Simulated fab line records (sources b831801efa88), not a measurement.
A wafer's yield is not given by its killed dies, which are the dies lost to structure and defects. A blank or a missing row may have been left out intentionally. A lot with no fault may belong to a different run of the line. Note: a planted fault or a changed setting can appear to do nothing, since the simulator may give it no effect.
Struck lot and sound lot, side by side + flow gf180mcu + 14 out of 602 route steps
Sound: the wafers L571.3, L571.5, L571.6. Struck: wafers L577.4, L577.5, L577.6. The cause comes at the end.
Each step with rows lists, per side, the tool, then ch with its chambers, then its first start. Under that, the readings that differ: sound wafers + struck wafers + difference of the means + sigmas: that difference in standard deviations of wafers without a fault.
alike: readings with means less than 2 such deviations apart, plus words and numbers identical on both sides. not compared: withheld readings, readings lacking a value on some wafer, bounds such as >300 that could conceal the same value, and numbers that have no deviation in the record and whose values overlap.
The two part at a step that has a row with sigmas, a row that says differs or no value, or rows on one side only. When numbers do not overlap yet have no deviation, they are printed without sigmas and do not part them. A reading missing from all wafers of one side parts the sides only when that side holds two or more wafers.

GF_MIM_SPUTTER_07: material TiN, target thk 60 nm, time 50 s.
  sound on pvdSputter-04 at day 27 17:41; struck on pvdSputter-03 at day 29 11:17
  alike: cathodeDcPowerW, throttleValvePct
GF_MIM_SPUTTER_08: material AlCu, target thk 200 nm, time 10.6 s.
  sound on pvdSputter-04 at day 27 17:44; struck on pvdSputter-03 at day 29 11:19
  alike: cathodeDcPowerW, throttleValvePct
GF_MIM_SPUTTER_09: material TiN, target thk 35 nm, time 29.2 s.
  sound on pvdSputter-04 at day 27 17:46; struck on pvdSputter-03 at day 29 11:21
  alike: cathodeDcPowerW, throttleValvePct
GF_MIM_RS_MEAS_10: uses a four-point probe to measure.
  sound on filmMetro-03 at day 27 17:50; struck on filmMetro-03 at day 29 11:26
  alike: MIM_ALCU_RS
GF_MIM_THK_MEAS_11: measures by xrf.
  sound on filmMetro-03 at day 27 17:56; struck on filmMetro-03 at day 29 11:31
  alike: MIM_ALCU_THK
then, 7 steps without rows for these wafers: GF_MIM_DEHYDRATE_12 (time 60 s); GF_MIM_HMDS_13 (prime time 60 s); GF_MIM_COAT_14 (resist thk 1000 nm); GF_MIM_SOFTBAKE_15 (time 60 s); GF_MIM_EXPOSE_16 (exposes mask FuseTop, target cd 2000 nm); GF_MIM_PEB_17; GF_MIM_DEVELOP_18 (develop time 60 s).
GF_MIM_METAL_ETCH_19: etches the open film in Cl2/BCl3, stops on Si3N4, target depth 324.5 nm, time 54.1 s.
  sound on rieMetal-01 ch 0,1, day 28 12:53; struck on rieMetal-03 ch 0,1, day 30 06:13
| reading                                 | sound             | struck            | difference | sigmas |
|-----------------------------------------|-------------------|-------------------|------------|--------|
| biasW (W)                               | 139.8 138.7 140.3 | 115.1 115.0 113.6 | -25.0      | -58    |
| model.NOVOLAK_of_MIM_COAT_14.thkNm (nm) | 864.3 867.3 864.6 | 877.6 876.8 873.8 | +10.7      |        |
  alike: drypumpMotorCurrentA, oesProductAu, throttleValvePct
  not compared: rfHoursCounterH
GF_MIM_STRIP_20: strips in O2/N2.
  sound on plasmaAsher-01 ch 0,1, day 28 12:58; struck on plasmaAsher-01 ch 0,1, day 30 06:18
| reading                  | sound             | struck            | difference | sigmas |
|--------------------------|-------------------|-------------------|------------|--------|
| stripTimeToEndpointS (s) | 11.17 11.18 11.15 | 11.30 11.29 11.27 | +0.12      | +2     |
  alike: drypumpMotorCurrentA, heaterPowerW, oesProductAu, platenTempC
  not compared: rfHoursCounterH

## WHERE THEY PART
First at GF_MIM_METAL_ETCH_19; last, within this record, at GF_MIM_STRIP_20.

WHY: whatever the simulator had introduced
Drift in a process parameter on rieMetal-03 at GF_MIM_METAL_ETCH_19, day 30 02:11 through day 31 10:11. The setting biasW was moved by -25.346, starting from 140. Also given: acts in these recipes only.
